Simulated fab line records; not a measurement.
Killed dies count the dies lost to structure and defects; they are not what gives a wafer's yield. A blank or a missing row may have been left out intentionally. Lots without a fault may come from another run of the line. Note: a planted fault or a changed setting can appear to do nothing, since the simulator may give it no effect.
Which tool is to blame? | flow gf180mcu | 14 lots with 39 wafers sampled at 5 steps, on a route of 602 steps

## WHAT THE GAUGES READ, wafer by wafer
GF_STI_THK_MEAS_02.
lot  | measured    | on           | STI_OXIDATION_THK (nm)
L884 | day 1 11:34 | filmMetro-01 | 9.92 10.00 9.95
L887 | day 2 05:02 | filmMetro-01 | 10.11 10.34 10.14
L888 | day 2 09:11 | filmMetro-02 | 9.91 9.74 9.77
L889 | day 2 12:32 | filmMetro-01 | 10.23 9.93 10.20
L890 | day 2 18:08 | filmMetro-03 | 9.81 10.08 9.85
L893 | day 3 08:53 | filmMetro-02 | 9.80 9.86 9.71
L894 | day 3 13:31 | filmMetro-02 | 10.20 10.09 10.18
L895 | day 3 18:31 | filmMetro-02 | 10.15 9.99 9.87
L896 | day 4 00:01 | filmMetro-01 | 10.19 9.93 10.02
L897 | day 4 04:31 | filmMetro-01 | 9.88 9.94 10.06
L898 | day 4 10:56 | filmMetro-01 | 10.08 10.05
L899 | day 4 14:31 | filmMetro-02 | 9.92 10.18
L905 | day 5 20:31 | filmMetro-01 | 9.70 9.78
L907 | day 6 06:31 | filmMetro-02 | 9.59 9.87 9.78

GF_DNWELL_TW_MEAS_09.
lot  | measured    | on           | DNWELL_TW
L884 | day 2 20:09 | filmMetro-04 | 1372 1364 1364
L887 | day 3 17:35 | filmMetro-04 | 1360 1355 1355
L888 | day 3 17:14 | filmMetro-01 | 1364 1370 1369
L889 | day 3 22:51 | filmMetro-03 | 1356 1358 1363
L890 | day 4 03:17 | filmMetro-01 | 1363 1353 1353
L893 | day 4 17:38 | filmMetro-01 | 1359 1356 1362
L894 | day 5 00:11 | filmMetro-01 | 1362 1360 1366
L895 | day 5 05:17 | filmMetro-03 | 1359 1360 1365
L896 | day 5 10:47 | filmMetro-01 | 1351 1348 1362
L897 | day 5 17:53 | filmMetro-01 | 1351 1348 1353
L898 | day 6 02:59 | filmMetro-01 | 1464 1367
L899 | day 6 05:44 | filmMetro-01 | 1460 1368
L905 | day 7 08:59 | filmMetro-03 | 1480 1369
L907 | day 7 19:50 | filmMetro-01 | 1362 1360 1363

GF_VT_IMPLANT_OVL_MEAS_18.
lot  | measured     | on         | VT_IMPLANT_01_OVL (nm)
L884 | day 6 06:44  | overlay-01 | -0.5 1.3 0.1
L887 | day 7 08:07  | overlay-02 | -0.2 1.2 -1.5
L888 | day 7 06:13  | overlay-01 | -1.6 -2.2 -2.1
L889 | day 7 13:29  | overlay-02 | -1.1 -1.7 -1.1
L890 | day 7 19:11  | overlay-01 | -1.3 -0.8 -1.1
L893 | day 8 12:13  | overlay-02 | 1.1 -0.6 0.9
L894 | day 8 22:01  | overlay-01 | -2.7 -2.0 -0.2
L895 | day 9 03:31  | overlay-02 | -1.5 -1.5 -1.8
L896 | day 9 09:45  | overlay-02 | -1.2 -1.5 -0.2
L897 | day 9 16:52  | overlay-02 | -0.1 0.2 -0.9
L898 | day 10 05:29 | overlay-02 | -1.6 -0.3
L899 | day 10 09:11 | overlay-02 | -1.8 1.0
L905 | day 11 16:26 | overlay-02 | -2.5 -0.6
L907 | day 12 05:47 | overlay-01 | -0.3 -0.4 -0.6

## WHICH TOOL RAN EACH LOT (tool, then ch and the chambers of the sampled wafers, then the start)
lot  | GF_DNWELL_IMPLANT_07           | GF_LVPWELL_STRIP_10
L884 | implanter-03 ch 0, day 2 19:56 | plasmaAsher-02 ch 0,1, day 3 22:42
L887 | implanter-03 ch 0, day 3 17:21 | plasmaAsher-03 ch 0,1, day 4 21:25
L888 | implanter-04 ch 0, day 3 16:59 | plasmaAsher-03 ch 0,1, day 4 21:01
L889 | implanter-04 ch 0, day 3 22:38 | plasmaAsher-02 ch 0,1, day 5 02:51
L890 | implanter-03 ch 0, day 4 03:02 | plasmaAsher-02 ch 0, day 5 06:28
L893 | implanter-03 ch 0, day 4 17:24 | plasmaAsher-02 ch 0,1, day 5 21:16
L894 | implanter-03 ch 0, day 4 23:56 | plasmaAsher-01 ch 0,1, day 6 04:54
L895 | implanter-03 ch 0, day 5 05:02 | plasmaAsher-03 ch 0,1, day 6 11:28
L896 | implanter-03 ch 0, day 5 10:33 | plasmaAsher-01 ch 0,1, day 6 15:49
L897 | implanter-04 ch 0, day 5 17:37 | plasmaAsher-02 ch 0,1, day 6 23:25
L898 | implanter-03 ch 0, day 6 02:44 | plasmaAsher-02 ch 0,1, day 7 10:01
L899 | implanter-03 ch 0, day 6 05:29 | plasmaAsher-02 ch 0, day 7 12:34
L905 | implanter-03 ch 0, day 7 08:44 | plasmaAsher-01 ch 0,1, day 8 17:27
L907 | implanter-04 ch 0, day 7 19:32 | plasmaAsher-01 ch 0,1, day 9 06:19
- GF_DNWELL_IMPLANT_07
- GF_LVPWELL_STRIP_10: strips in O2/N2.

## WHAT THE TOOLS THEMSELVES READ (means of the sampled wafers that have a number; where no wafer has one, the mark that the record gives instead)
GF_DNWELL_IMPLANT_07.
lot  | tool         | beamOnS (s) | faradayCurrentUA
L884 | implanter-03 | 10.08       | 55.8
L887 | implanter-03 | 10.09       | 55.9
L888 | implanter-04 | 9.93        | 56.8
L889 | implanter-04 | 9.96        | 56.5
L890 | implanter-03 | 10.06       | 56.1
L893 | implanter-03 | 10.18       | 55.4
L894 | implanter-03 | 10.02       | 56.4
L895 | implanter-03 | 10.12       | 55.7
L896 | implanter-03 | 9.85        | 57.2
L897 | implanter-04 | 9.95        | 56.6
L898 | implanter-03 | 11.46       | 49.8
L899 | implanter-03 | 11.20       | 50.8
L905 | implanter-03 | 11.35       | 50.8
L907 | implanter-04 | 10.17       | 55.4

GF_LVPWELL_STRIP_10.
lot  | tool           | drypumpMotorCurrentA (A) | heaterPowerW (W) | oesProductAu (a.u.) | stripTimeToEndpointS (s)
L884 | plasmaAsher-02 | 5.5                      | 313              | 0.721               | 37.07
L887 | plasmaAsher-03 | 5.6                      | 317              | 0.722               | 37.04
L888 | plasmaAsher-03 | 5.6                      | 324              | 0.729               | 37.05
L889 | plasmaAsher-02 | 5.5                      | 318              | 0.724               | 36.98
L890 | plasmaAsher-02 | 6.0                      | 306              | 0.724               | 37.01
L893 | plasmaAsher-02 | 5.5                      | 318              | 0.716               | 37.06
L894 | plasmaAsher-01 | 5.8                      | 428              | 0.716               | 36.85
L895 | plasmaAsher-03 | 5.6                      | 325              | 0.721               | 37.11
L896 | plasmaAsher-01 | 5.8                      | 436              | 0.727               | 37.09
L897 | plasmaAsher-02 | 5.8                      | 314              | 0.722               | 36.76
L898 | plasmaAsher-02 | 5.7                      | 309              | 0.724               | 37.09
L899 | plasmaAsher-02 | 6.0                      | 301              | 0.723               | 37.02
L905 | plasmaAsher-01 | 5.8                      | 405              | 0.722               | 37.07
L907 | plasmaAsher-01 | 6.0                      | 380              | 0.726               | 37.07

## THE ANSWER, worked out from the rows above alone
Rule: the lots themselves supply what counts as usual. Put in order of their means at a reading, lots are off if they are a third of the lots or fewer, leave a main group of 4 or more, and stand apart from it by a gap of 3 or more times the standard deviation of the main group's means; of several such gaps the widest counts. If all means in a main group match to the digits the tables above print for the reading, that group is not used. Also off: a lot with no number at a reading for which 4 or more lots have one. Any other lot the step has rows for is counted as sound. First the gauges in route order, then the tools' own readings, where a lot's mean is used as printed above. At the first step where some lot is off, the reading lying furthest off is the one used; lots without a number count as furthest.
Off: L898, L899, L905, at GF_DNWELL_TW_MEAS_09 (DNWELL_TW). Main group: mean 1360, sd 4.9.
If a tool, at a process step before that reading, ran all the lots that are off and no sound lot after the first of them, it fits. Not tried: the gauges at GF_DNWELL_TW_MEAS_09; whatever is off there is also off at GF_DNWELL_IMPLANT_07, on other tools, and gauge error can't account for it. One fits: GF_DNWELL_IMPLANT_07 on implanter-03. Its last sound lot is L896 (day 5 10:33), its first lot that is off L898 (day 6 02:44): a fault that began between those two fits.
The tool's own readings at GF_DNWELL_IMPLANT_07 bear it out: on the lots that are off they differ by more than 5 times the standard deviation of the sound lots' means. beamOnS reads 11.34 s there against 10.04 s on the sound lots; faradayCurrentUA reads 50.5 there against 56.2 on the sound lots.

## WHAT THE SIMULATOR PUT IN
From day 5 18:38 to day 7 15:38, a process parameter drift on implanter-03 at GF_DNWELL_IMPLANT_07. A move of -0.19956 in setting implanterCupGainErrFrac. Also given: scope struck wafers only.
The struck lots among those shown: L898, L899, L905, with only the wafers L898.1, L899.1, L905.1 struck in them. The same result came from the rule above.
